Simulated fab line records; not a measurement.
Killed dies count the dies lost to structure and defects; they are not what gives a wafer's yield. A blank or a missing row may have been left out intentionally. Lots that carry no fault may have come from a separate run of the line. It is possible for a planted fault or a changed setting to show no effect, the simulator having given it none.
Lot-split experiment | flow sfq line | 17 wafers read from 5 lots, route of 325 steps

## ABOUT THE SPLIT
At SFQ_TRILAYER_M0_ETCH_METAL_ETCH_024 (etches Nb in Cl2/Ar, stops on SiO2, target depth 240 nm, time 120 s), the setting time s was moved away from the recipe's 120 s on 3 of the 17 wafers read, by -12.6% to -5.3%. For the rest of the wafers, this setting stayed at what the recipe calls for.

The reading comes from the split's own step.

## THE READING
KrF_of_TRILAYER_M0_LITHO_COAT_021.thk nm (the simulator's own value, which no gauge read), in nm, at SFQ_TRILAYER_M0_ETCH_METAL_ETCH_024 (etches Nb in Cl2/Ar, stops on SiO2, target depth 240 nm, time 120 s). The file gives no usual value for it. The 14 wafers here that ran the recipe average 382.8 nm, standard deviation 2 nm.

wafer  | tool, chamber at the split | time s as run, s | against the recipe | KrF_of_TRILAYER_M0_LITHO_COAT_021.thk nm, nm | against lot-mates on the recipe
L074.1 | rie metal-03, 0            | 120              | recipe             | 382.3                                        | -
L074.5 | rie metal-03, 1            | 120              | recipe             | 382.8                                        | -
L074.6 | rie metal-03, 0            | 120              | recipe             | 381.8                                        | -
L076.1 | rie metal-04, 0            | 104.9            | -12.6%             | 399.3                                        | +19.0
L076.2 | rie metal-04, 1            | 104.9            | -12.6%             | 397.3                                        | +17.0
L076.4 | rie metal-04, 1            | 120              | recipe             | 380.4                                        | -
L076.5 | rie metal-04, 0            | 120              | recipe             | 379.6                                        | -
L076.6 | rie metal-04, 1            | 120              | recipe             | 380.8                                        | -
L077.2 | rie metal-03, 1            | 120              | recipe             | 380.8                                        | -
L077.5 | rie metal-03, 1            | 120              | recipe             | 384.3                                        | -
L077.6 | rie metal-03, 0            | 113.6            | -5.3%              | 389.1                                        | +6.6
L081.2 | rie metal-02, 1            | 120              | recipe             | 382.9                                        | -
L081.3 | rie metal-02, 0            | 120              | recipe             | 387.1                                        | -
L081.4 | rie metal-02, 1            | 120              | recipe             | 383.7                                        | -
L083.1 | rie metal-02, 1            | 120              | recipe             | 383.8                                        | -
L083.2 | rie metal-02, 0            | 120              | recipe             | 383.9                                        | -
L083.4 | rie metal-02, 1            | 120              | recipe             | 385.1                                        | -

FIT RESULTS
A straight line over all 17 wafers: KrF_of_TRILAYER_M0_LITHO_COAT_021.thk nm changes by -1.23 nm for each +1% of time s; r = -0.94; the points scatter about the line by 1.9 nm.
The same after taking each lot's own level away (the mean of its wafers on the recipe; 17 wafers): -1.42 nm for each +1%; r = -0.98; scatter 1.2 nm.
On that fit, the largest move of time s shifts the reading by 18 nm.
The lots' own levels span 380.27 to 384.57 nm, that is 2.2 times the standard deviation above.
So the lot-to-lot level changes the slope: the two fits differ.
Check: for one of the wafers moved furthest among these (-12.6%), held out of the fit, the line's prediction against its lot-mates is +16.8 nm. Against them it came out at +19 nm.
Tool readings at the split's step, against how far the setting was moved: oes product au r = -0.96.

## OTHER SPLITS ON THESE WAFERS
These wafers also went through other splits before the reading. Each is held against what the fit with the lots' levels taken away leaves over:
other split on the same wafers               | wafers away from the commonest value | r with KrF_of_TRILAYER_M0_LITHO_COAT_021.thk nm (lot level and that fit taken away)
SFQ_TRILAYER_L0_DEP_SPUTTER_003 time s       | 8                                    | -0.32
SFQ_TRILAYER_L0_LITHO_COAT_005 resist thk nm | 5                                    | +0.00
SFQ_TRILAYER_L0_VIA_LITHO_PEB_016 peb time s | 5                                    | -0.29
SFQ_TRILAYER_L0_VIA_ETCH_VIA_ETCH_016 bias w | 2                                    | -0.01
SFQ_TRILAYER_M0_DEP_SPUTTER_019 time s       | 0                                    | -

## THE WHOLE CHAIN: every reading that the file lists as answering this split, in the file's order
step                                | what it does                                                        | reading                                                                                   | change (the file's fit)                                                                              | r (the file's)
SFQ_TRILAYER_M0_ETCH_METAL_ETCH_024 | etches Nb in Cl2/Ar, stops on SiO2, target depth 240 nm, time 120 s | KrF_of_TRILAYER_M0_LITHO_COAT_021.thk nm (the simulator's own value, which no gauge read) | -1.41 nm for each +1% of the setting                                                                 | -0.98
SFQ_TRILAYER_M0_ETCH_METAL_ETCH_024 | etches Nb in Cl2/Ar, stops on SiO2, target depth 240 nm, time 120 s | oes product au                                                                            | -0.00585 a.u. for each +1% of the setting, in a fit together with time s@TRILAYER_M0_DEP_SPUTTER_019 | 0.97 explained

## THE FILE'S OWN FIT
KrF_of_TRILAYER_M0_LITHO_COAT_021.thk nm changes by -1.41 nm for each +1% of time s, r = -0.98.
